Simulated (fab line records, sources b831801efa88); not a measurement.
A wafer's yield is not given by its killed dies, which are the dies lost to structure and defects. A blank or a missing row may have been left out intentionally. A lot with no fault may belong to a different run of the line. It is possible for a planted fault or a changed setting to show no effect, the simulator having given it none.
fab line records	flow gf180mcu
record: lots: 11	wafers: 33	last_day: 34
route steps=602 shown M4@470 V4@493 PASSIVATION@589
lots that met no fault: from a run of the same line without faults
start_h: start of the lot's first displayed wafer, in hours after the record's first day	wait_h: hours from the lot's prior step to this one	" as in the row above	L1.1+2: several wafers, shown together as one row	- no value present, or no start provided	* or withheld: withheld	< > ~ a bound
route shown NAME@n: NAME is a module with steps in the file, n the number in the route of the first one	usual: the fault-free wafers' mean and standard deviation	same: alike in all rows	chamber/n: place in a boat	sites: readings site by site	_std_site: how widely they spread, as a standard deviation	_edge_site: the outer-site mean with the inner-site mean subtracted	radius_mm: how far each site lies from the wafer's centre	mask NAME#n: copy n	behind: the last tool/chamber to shape the wafer	hold: why the lot went on hold/how many hours it stayed there/how the hold came to an end	device: the transistor (n, p or np) that didn't switch	end of line: tests run on the same wafers once the route is complete	a step without rows: its recipe alone	killed: dies lost to structure and defects at the first sort, not the wafer's yield	map: a wafer's dies, x killed, . not, _ none there
set.NAME: the setting that was run; set.NAME@STEP: the one run at that earlier step	model.NAME: the simulator's own value behind a step, which no gauge read
steps of the route over a sample of lots; a table a step, a row a wafer
services: from which hour (start_h, from the record's first day; less than 0 if before it) a tool's chamber was out of use, for how many hours, and why
== steps ==
step: GF_M4_CD_MEAS_14
recipe: target_cd_nm: 280
usual: cd_nm: 280.1/1.4
lot.wafer	tool	chamber	start_h	wait_h	cd_nm
L530.3	cd_sem-02	-	539.18	0.1	278.2
L530.4	"	-	"	"	279.0
L530.5	"	-	"	"	279.2
L531.3	cd_sem-01	-	547.66	0.1	279.7
L531.4	"	-	"	"	280.3
L531.6	"	-	"	"	280.4
L532.2	cd_sem-01	-	550.26	0.1	278.8
L532.4	"	-	"	"	278.7
L532.5	"	-	"	"	279.3
L534.1	cd_sem-01	-	578.10	0.1	278.1
L534.2	"	-	"	"	277.0
L534.6	"	-	"	"	276.9
L536.1	cd_sem-02	-	587.39	0.1	279.4
L536.4	"	-	"	"	279.8
L536.5	"	-	"	"	279.1
L535.1	cd_sem-01	-	587.80	0.1	280.9
L535.3	"	-	"	"	281.0
L535.4	"	-	"	"	279.8
L538.1	cd_sem-02	-	608.23	0.1	277.3
L538.2	"	-	"	"	277.6
L538.6	"	-	"	"	278.9
L547.3	cd_sem-01	-	668.87	0.1	282.6
L547.4	"	-	"	"	282.1
L547.6	"	-	"	"	282.8
L548.2	cd_sem-01	-	677.37	0.1	281.8
L548.3	"	-	"	"	281.3
L548.6	"	-	"	"	280.4
L550.3	cd_sem-01	-	695.87	0.1	281.6
L550.4	"	-	"	"	279.5
L550.6	"	-	"	"	281.5
L552.2	cd_sem-02	-	699.42	0.1	280.6
L552.3	"	-	"	"	280.4
L552.5	"	-	"	"	280.3
step: GF_V4_ETCH_17
recipe: chemistry: C4F8/O2/Ar	mask_material: KrF	target: SiO2	stop_on: TiN	source_w: 1500	bias_w: 1200	pressure_mtorr: 40	c4f8_flow_sccm: withheld	O2_flow_sccm: 6	Ar_flow_sccm: 300	time_s: withheld	target_depth_a: 6300
usual: oes_product_au: 0.856/0.0049	rf_fwd_power_W: 1493/5.3
lot.wafer	tool	chamber	start_h	wait_h	oes_product_au	rf_fwd_power_W
L530.3	rie_diel-01	2	-	-	0.851	1497
L530.4	"	3	"	"	0.865	1496
L530.5	"	2	"	"	0.853	1496
L531.3	rie_diel-03	0	-	-	0.859	1492
L531.4	"	3	"	"	0.848	1493
L531.6	"	2	"	"	0.849	1501
L532.2	rie_diel-01	3	-	-	0.858	1500
L532.4	"	0	"	"	0.849	1491
L532.5	"	1	"	"	0.864	1496
L534.1	rie_diel-04	2	-	-	0.857	1485
L534.2	"	0	"	"	0.856	1497
L534.6	"	1	"	"	0.854	1492
L536.1	rie_diel-04	0	-	-	0.858	1498
L536.4	"	3	"	"	0.858	1490
L536.5	"	1	"	"	0.866	1490
L535.1	rie_diel-01	1	-	-	0.864	1495
L535.3	"	3	"	"	0.861	1488
L535.4	"	2	"	"	0.849	1491
L538.1	rie_diel-04	2	-	-	0.852	1487
L538.2	"	0	"	"	0.854	1498
L538.6	"	2	"	"	0.853	1482
L547.3	rie_diel-03	0	-	-	0.854	1494
L547.4	"	1	"	"	0.846	1490
L547.6	"	0	"	"	0.855	1487
L548.2	rie_diel-01	1	-	-	0.859	1491
L548.3	"	3	"	"	0.857	1490
L548.6	"	3	"	"	0.861	1488
L550.3	rie_diel-03	1	-	-	0.858	1496
L550.4	"	2	"	"	0.846	1496
L550.6	"	1	"	"	0.851	1488
L552.2	rie_diel-04	1	-	-	0.863	1493
L552.3	"	2	"	"	0.857	1484
L552.5	"	2	"	"	0.849	1487
step: GF_PASSIVATION_CVD_02
recipe: material: Si3N4	target_thk_nm: 700	time_s: 486.18	temp_c: 400	rf_w: 450
usual: heater_power_w: 637/87	rf_fwd_power_W: 449.4/1.3
lot.wafer	tool	chamber	start_h	wait_h	heater_power_w	rf_fwd_power_W
L530.3	pecvd-02	1	651.08	0.0	692	449.3
L530.4	"	0	"	"	741	449.8
L530.5	"	1	"	"	719	448.6
L531.3	pecvd-03	0	659.79	0.0	769	447.4
L531.4	"	2	"	"	631	450.2
L531.6	"	0	"	"	629	449.0
L532.2	pecvd-02	1	666.72	0.0	645	449.4
L532.4	"	0	"	"	675	450.2
L532.5	"	1	"	"	700	449.1
L534.1	pecvd-01	2	685.18	0.1	541	450.6
L534.2	"	0	"	"	637	450.3
L534.6	"	0	"	"	659	450.8
L536.1	pecvd-01	2	695.95	0.1	532	449.9
L536.4	"	0	"	"	654	449.4
L536.5	"	2	"	"	567	449.2
L535.1	pecvd-01	1	697.33	0.1	516	450.9
L535.3	"	2	"	"	596	447.1
L535.4	"	1	"	"	544	450.6
L538.1	pecvd-01	1	714.41	0.1	582	449.1
L538.2	"	2	"	"	596	448.5
L538.6	"	2	"	"	612	451.3
L547.3	pecvd-01	0	764.99	0.0	618	449.9
L547.4	"	1	"	"	469	448.7
L547.6	"	2	"	"	578	449.5
L548.2	pecvd-01	0	773.14	0.0	539	450.4
L548.3	"	2	"	"	509	449.8
L548.6	"	0	"	"	600	449.2
L550.3	pecvd-02	2	787.33	0.0	764	448.2
L550.4	"	0	"	"	769	449.2
L550.6	"	2	"	"	822	448.9
L552.2	pecvd-03	1	790.22	0.0	635	447.6
L552.3	"	0	"	"	633	449.7
L552.5	"	2	"	"	532	449.0
step: GF_PASSIVATION_THK_MEAS_03
recipe: reads: Si3N4_of_PASSIVATION_CVD_02
usual: PASSIVATION_CVD_02_THK: 703/10
lot.wafer	tool	chamber	start_h	wait_h	PASSIVATION_CVD_02_THK[nm]
L530.3	film_metro-02	-	651.39	0.2	682
L530.4	"	-	"	"	714
L530.5	"	-	"	"	698
L531.3	film_metro-04	-	660.09	0.2	708
L531.4	"	-	"	"	710
L531.6	"	-	"	"	711
L532.2	film_metro-03	-	667.01	0.2	689
L532.4	"	-	"	"	704
L532.5	"	-	"	"	700
L534.1	film_metro-04	-	685.47	0.1	688
L534.2	"	-	"	"	692
L534.6	"	-	"	"	712
L536.1	film_metro-04	-	696.24	0.1	692
L536.4	"	-	"	"	704
L536.5	"	-	"	"	700
L535.1	film_metro-03	-	697.62	0.1	707
L535.3	"	-	"	"	696
L535.4	"	-	"	"	720
L538.1	film_metro-02	-	714.70	0.1	700
L538.2	"	-	"	"	699
L538.6	"	-	"	"	708
L547.3	film_metro-04	-	765.29	0.2	699
L547.4	"	-	"	"	506
L547.6	"	-	"	"	480
L548.2	film_metro-04	-	773.43	0.2	701
L548.3	"	-	"	"	689
L548.6	"	-	"	"	496
L550.3	film_metro-02	-	787.64	0.2	707
L550.4	"	-	"	"	698
L550.6	"	-	"	"	720
L552.2	film_metro-02	-	790.51	0.2	703
L552.3	"	-	"	"	695
L552.5	"	-	"	"	702
step: GF_PASSIVATION_ETCH_11
recipe: chemistry: CF4/O2	target_depth_nm: 1800	stop_on: TiN	source_w: 800	bias_w: 150	pressure_mtorr: 150	cf4_flow_sccm: 80	O2_flow_sccm: 10	time_s: 400
usual: drypump_motor_current_A: 5.6/0.32	oes_product_au: 0.964/0.0077	rf_fwd_power_W: 798.7/2.5	throttle_valve_pct: 5.960/0.0087
lot.wafer	tool	chamber	start_h	wait_h	drypump_motor_current_A	oes_product_au	rf_fwd_power_W	rf_hours_counter_h	throttle_valve_pct
L530.3	rie_diel-02	3	670.28	-	5.7	0.955	800.7	3	5.963
L530.4	"	3	"	"	5.7	0.976	799.9	-	5.960
L530.5	"	1	"	"	6.0	0.958	795.2	-	5.957
L531.3	rie_diel-01	0	679.28	-	4.8	0.954	799.6	65	5.971
L531.4	"	2	"	"	5.3	0.964	794.1	34	5.948
L531.6	"	1	"	"	5.9	0.970	797.8	-	5.961
L532.2	rie_diel-02	3	685.42	-	5.7	0.956	798.6	4	5.960
L532.4	"	2	"	"	5.7	0.965	795.0	5	5.970
L532.5	"	2	"	"	5.8	0.958	793.0	-	5.950
L534.1	rie_diel-01	1	703.80	-	5.9	0.950	800.4	30	5.951
L534.2	"	2	"	"	5.3	0.951	798.9	35	5.969
L534.6	"	2	"	"	5.3	0.971	797.1	-	5.953
L536.1	rie_diel-01	0	714.40	-	4.8	0.961	795.8	1	5.947
L536.4	"	0	"	"	4.8	0.960	795.2	-	5.951
L536.5	"	2	"	"	5.3	0.969	799.7	-	5.964
L535.1	rie_diel-04	3	715.45	-	5.1	0.957	800.2	5	5.970
L535.3	"	0	"	"	5.5	0.961	794.2	25	5.954
L535.4	"	2	"	"	5.8	0.980	794.3	36	5.960
L538.1	rie_diel-04	3	732.27	-	5.1	0.956	800.5	6	5.956
L538.2	"	2	"	"	5.8	0.953	796.5	37	5.964
L538.6	"	2	"	"	5.8	0.961	796.3	-	5.953
L547.3	rie_diel-01	2	781.13	-	5.3	0.970	800.6	39	5.969
L547.4	"	0	"	"	4.8	0.903	801.3	4	5.947
L547.6	"	2	"	"	5.4	0.897	796.8	-	5.946
L548.2	rie_diel-02	1	788.57	-	6.0	0.958	798.0	7	5.945
L548.3	"	2	"	"	5.8	0.951	798.3	10	5.961
L548.6	"	2	"	"	5.7	0.891	798.0	-	5.955
L550.3	rie_diel-02	1	802.38	-	6.0	0.964	796.7	8	5.969
L550.4	"	2	"	"	5.7	0.972	799.2	-	5.964
L550.6	"	0	"	"	5.7	0.968	797.0	-	5.974
L552.2	rie_diel-04	1	805.23	-	5.8	0.950	798.5	16	5.964
L552.3	"	3	"	"	5.1	0.966	797.5	10	5.957
L552.5	"	2	"	"	5.8	0.955	796.3	-	5.956
step: GF_PASSIVATION_STRIP_12
recipe: chemistry: O2/N2	power_w: 1400	pressure_mtorr: 1500	platen_temp_c: 250	o2_flow_sccm: 3000	n2_flow_sccm: 300	overash_fraction: 0.5
usual: drypump_motor_current_A: 5.6/0.41	heater_power_w: 358/33	n2_flow_sccm: 299.9/0.92	oes_product_au: 0.719/0.0047	strip_time_to_endpoint_s: 34.79/0.25
lot.wafer	tool	chamber	start_h	wait_h	drypump_motor_current_A	heater_power_w	n2_flow_sccm	oes_product_au	rf_hours_counter_h	strip_time_to_endpoint_s
L530.3	plasma_asher-01	0	670.55	0.2	5.8	313	299.5	0.721	-	34.78
L530.4	"	1	"	"	5.6	381	300.1	0.711	-	35.03
L530.5	"	0	"	"	5.8	307	299.7	0.725	-	35.14
L531.3	plasma_asher-03	1	679.55	0.2	6.0	425	299.3	0.718	-	35.34
L531.4	"	0	"	"	6.2	341	299.5	0.723	-	35.25
L531.6	"	1	"	"	5.9	414	299.0	0.710	-	35.04
L532.2	plasma_asher-04	0	685.66	0.1	4.9	342	299.0	0.713	25	34.87
L532.4	"	0	"	"	4.9	334	300.1	0.726	-	34.84
L532.5	"	0	"	"	4.9	330	300.0	0.717	-	34.58
L534.1	plasma_asher-01	0	704.04	0.1	5.8	306	299.9	0.718	112	34.83
L534.2	"	1	"	"	5.6	394	298.6	0.723	112	34.58
L534.6	"	1	"	"	5.6	378	299.9	0.729	-	34.74
L536.1	plasma_asher-01	0	714.64	0.1	5.8	310	300.9	0.722	113	34.91
L536.4	"	0	"	"	5.8	313	299.9	0.713	-	34.96
L536.5	"	1	"	"	5.6	395	299.1	0.712	-	34.91
L535.1	plasma_asher-01	0	715.69	0.1	5.7	313	299.8	0.714	113	34.59
L535.3	"	1	"	"	5.6	392	300.2	0.708	-	34.78
L535.4	"	0	"	"	5.8	309	300.2	0.712	-	34.71
L538.1	plasma_asher-03	1	732.51	0.1	5.9	409	300.4	0.725	66	34.64
L538.2	"	0	"	"	6.1	341	301.7	0.718	66	34.80
L538.6	"	1	"	"	5.9	423	299.6	0.716	-	34.85
L547.3	plasma_asher-01	0	781.40	0.2	5.8	318	299.4	0.724	-	34.89
L547.4	"	1	"	"	5.6	376	299.8	0.721	-	35.12
L547.6	"	1	"	"	5.6	383	300.5	0.722	-	34.80
L548.2	plasma_asher-04	0	788.81	0.1	4.9	335	298.2	0.716	36	35.09
L548.3	"	1	"	"	5.8	397	300.7	0.718	-	34.92
L548.6	"	1	"	"	5.8	379	299.4	0.719	-	34.94
L550.3	plasma_asher-01	0	802.65	0.2	5.8	314	302.0	0.721	-	35.37
L550.4	"	1	"	"	5.6	374	297.3	0.720	-	34.75
L550.6	"	1	"	"	5.6	388	298.8	0.723	-	34.67
L552.2	plasma_asher-03	1	805.47	0.1	6.0	413	298.7	0.716	70	35.07
L552.3	"	0	"	"	6.2	342	299.3	0.721	-	34.60
L552.5	"	1	"	"	5.9	413	299.3	0.719	-	34.67
== services ==
tool	chamber	start_h	hours	kind
rie_diel-04	0	549.43	47.2	repair
plasma_asher-01	-	561.28	3.3	pm
rie_diel-04	2	574.60	6.7	repair
rie_diel-04	3	577.78	6.5	repair
pecvd-01	-	585.04	1.3	repair
rie_diel-01	1	593.25	6.9	repair
rie_diel-01	-	600.59	2.8	pm
rie_diel-01	-	612.36	0.8	repair
pecvd-01	-	616.09	2.8	pm
rie_diel-04	-	622.27	1.0	repair
rie_diel-04	1	626.24	4.4	repair
rie_diel-04	-	629.47	0.5	repair
rie_diel-04	-	634.21	0.1	repair
rie_diel-04	2	637.06	2.9	repair
rie_diel-04	3	638.87	8.3	repair
pecvd-01	0	662.05	3.5	repair
rie_diel-04	3	675.88	4.9	repair
pecvd-01	2	677.43	1.9	repair
rie_diel-01	3	684.26	4.4	repair
rie_diel-04	1	687.17	2.7	repair
rie_diel-04	-	691.92	2.4	repair
rie_diel-01	-	693.93	3.7	repair
rie_diel-04	2	780.79	1.4	repair
rie_diel-01	0	782.12	4.7	repair
== key ==
first_sign: step: GF_PASSIVATION_THK_MEAS_03	reading: PASSIVATION_CVD_02_THK	direction: down	sigmas: 20	usual: 703	struck: 494
effect: step: GF_PASSIVATION_ETCH_11	reading: oes_product_au	direction: down	sigmas: 8.6	usual: 0.964	struck: 0.897
met_at GF_PASSIVATION_CVD_02
struck_lots L547,L548
struck_wafers L547.4,L547.6,L548.6
not_acting_at GF_M4_CD_MEAS_14,GF_V4_ETCH_17,GF_PASSIVATION_STRIP_12
onset_between 714.41 764.99
fault: kind: process_parameter_drift	tool: pecvd-01	chamber: -	onset_h: 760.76	steps: GF_PASSIVATION_CVD_02	channel: target_thk_nm	offset: -207.52	shape: step	end_h: 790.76	scope: struck_wafers_only	acts_in: these_recipes_only	stated: 700
